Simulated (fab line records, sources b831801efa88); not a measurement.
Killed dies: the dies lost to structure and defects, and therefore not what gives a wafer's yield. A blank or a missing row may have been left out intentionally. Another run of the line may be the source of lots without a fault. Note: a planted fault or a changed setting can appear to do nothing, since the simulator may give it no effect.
Which tool is to blame? ; flow sky130 ; 42 wafers from 14 lots sampled at 2 of the route's 708 steps

## WHAT THE GAUGES SHOWED, per wafer
SKY_VIA1_THK_MEAS_01. Usual: VIA1_HDPCVD_THK gives 1033 nm (standard deviation 8.3).
lot;measured;on;VIA1_HDPCVD_THK (nm);flag
L754;day 32 17:07;film-metro-02;1037 1038 1039;
L755;day 33 12:31;film-metro-02;1018 1022 1023;
L757;day 33 17:29;film-metro-03;1021 1037 1020;
L758;day 34 05:28;film-metro-03;1022 1020 1030;
L759;day 34 08:43;film-metro-03;1014 1014 1030;
L760;day 34 20:24;film-metro-01;1032 1034 1033;
L762;day 35 02:28;film-metro-01;1027 1036 1029;
L761;day 35 05:50;film-metro-02;1040 1044 1024;
L764;day 35 22:07;film-metro-03;1040 1030 1035;
L765;day 38 23:03;film-metro-01;1038 1029 1026;
L766;day 38 23:49;film-metro-02;1032 1044 1024;
L774;day 39 04:49;film-metro-01;364 1014 356;OFF
L775;day 39 06:07;film-metro-03;371 1041 1025;OFF
L776;day 39 10:04;film-metro-03;1041 1038 1035;

## TOOL THAT RAN EACH LOT (tool first, then ch and the chambers of the sampled wafers, then the start)
lot;SKY_VIA1_HDPCVD_00
L754;hdpcvd-01 ch 1,2, day 32 17:00
L755;hdpcvd-01 ch 0,1,2, day 33 12:24
L757;hdpcvd-01 ch 0,1, day 33 17:23
L758;hdpcvd-02 ch 1,2, day 34 05:20
L759;hdpcvd-01 ch 0,1,2, day 34 08:36
L760;hdpcvd-01 ch 1,2, day 34 20:16
L762;hdpcvd-01 ch 0,1, day 35 02:22
L761;hdpcvd-01 ch 0,1,2, day 35 05:44
L764;hdpcvd-02 ch 1,2, day 35 22:00
L765;hdpcvd-01 ch 0,2, day 38 22:56
L766;hdpcvd-02 ch 0,1,2, day 38 23:42
L774;hdpcvd-02 ch 0,2, day 39 04:42
L775;hdpcvd-02 ch 0,1,2, day 39 06:01
L776;hdpcvd-01 ch 1,2, day 39 09:56
- SKY_VIA1_HDPCVD_00: deposits SiO2, target thk 1030 nm, time 171.7 s.

## WHAT THE TOOLS THEMSELVES READ (means of the sampled wafers that have a number; where no wafer has one, the mark that the record gives instead)
The record holds no such reading with a usual standard deviation.

## THE ANSWER, worked out from the rows above alone
Rule: a lot counts as off when the mean over its wafers that have a number is more than 3 standard deviations away from the usual mean. Also off: a lot with no number at a reading for which 4 or more lots have one. All remaining lots with rows at the step are treated as sound. First the gauges in route order, then the tools' own readings, where a lot's mean is used as printed above. At the first step where some lot is off, the reading lying furthest off is the one used; lots without a number count as furthest.
Off: L774, L775, at SKY_VIA1_THK_MEAS_01 (VIA1_HDPCVD_THK).
A tool fits if, at a process step before that reading, it ran every lot that is off, and no sound lot after the first of them. Those tools and the gauges at SKY_VIA1_THK_MEAS_01 are tried in the same way. One fits: SKY_VIA1_HDPCVD_00 on hdpcvd-02. Its last sound lot is L766 (day 38 23:42), its first lot that is off L774 (day 39 04:42): a fault that began between those two fits.

## WHAT WAS PUT IN BY THE SIMULATOR
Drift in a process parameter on hdpcvd-02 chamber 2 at SKY_VIA1_HDPCVD_00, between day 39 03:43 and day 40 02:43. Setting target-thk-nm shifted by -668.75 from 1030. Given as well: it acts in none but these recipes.
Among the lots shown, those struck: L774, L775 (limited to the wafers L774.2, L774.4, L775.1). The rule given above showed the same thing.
